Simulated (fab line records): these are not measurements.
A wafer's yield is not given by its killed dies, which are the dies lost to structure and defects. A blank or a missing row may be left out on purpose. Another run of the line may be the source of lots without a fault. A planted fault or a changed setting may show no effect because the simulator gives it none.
Which tool is to blame? -- flow gf180mcu -- route of 602 steps, sampled at 1 step: 12 lots, 36 wafers

WHAT EACH GAUGE READ, for each wafer
GF_M2_CD_MEAS_14: target cd 280 nm.
lot,measured,on,cd-nm (nm)
L075,day 19 20:38,cd-sem-01,279.2 280.4 280.7
L077,day 20 07:10,cd-sem-01,280.5 281.1 281.2
L079,day 21 03:07,cd-sem-01,278.0 278.9 279.7
L081,day 22 01:52,cd-sem-02,281.9 281.3 281.7
L083,day 22 10:04,cd-sem-02,280.5 282.1 280.7
L085,day 23 07:07,cd-sem-02,281.1 281.4 280.4
L087,day 24 01:22,cd-sem-02,279.5 278.1 279.3
L089,day 25 04:34,cd-sem-02,281.4 281.8 281.0
L091,day 25 08:05,cd-sem-02,279.8 279.1 279.0
L094,day 26 05:56,cd-sem-02,281.4 282.5 281.8
L095,day 26 10:28,cd-sem-01,280.6 280.2 280.9
L097,day 27 03:40,cd-sem-02,282.0 282.2 281.5

WHICH TOOL RAN EACH LOT (tool, then ch and the chambers of the sampled wafers, then the start)
The record shows no process step preceding these readings.

THE ANSWER, worked out from the rows above alone
Rule: usual is defined by the lots themselves. The widest of any qualifying gaps counts: lots, ordered by their means at a reading, are off when they make up no more than a third of the lots, leave a main group of 4 or more, and stand apart from it by 3 or more times the standard deviation of that group's means. The tables above print the reading to a certain number of digits; a main group whose means all agree to those digits is not used. Also off: a lot with no number at a reading for which 4 or more lots have one. All remaining lots with rows at the step are treated as sound.
No lot is off on any of the readings shown, so nothing can be concluded from this.

WHAT WAS PUT IN BY THE SIMULATOR
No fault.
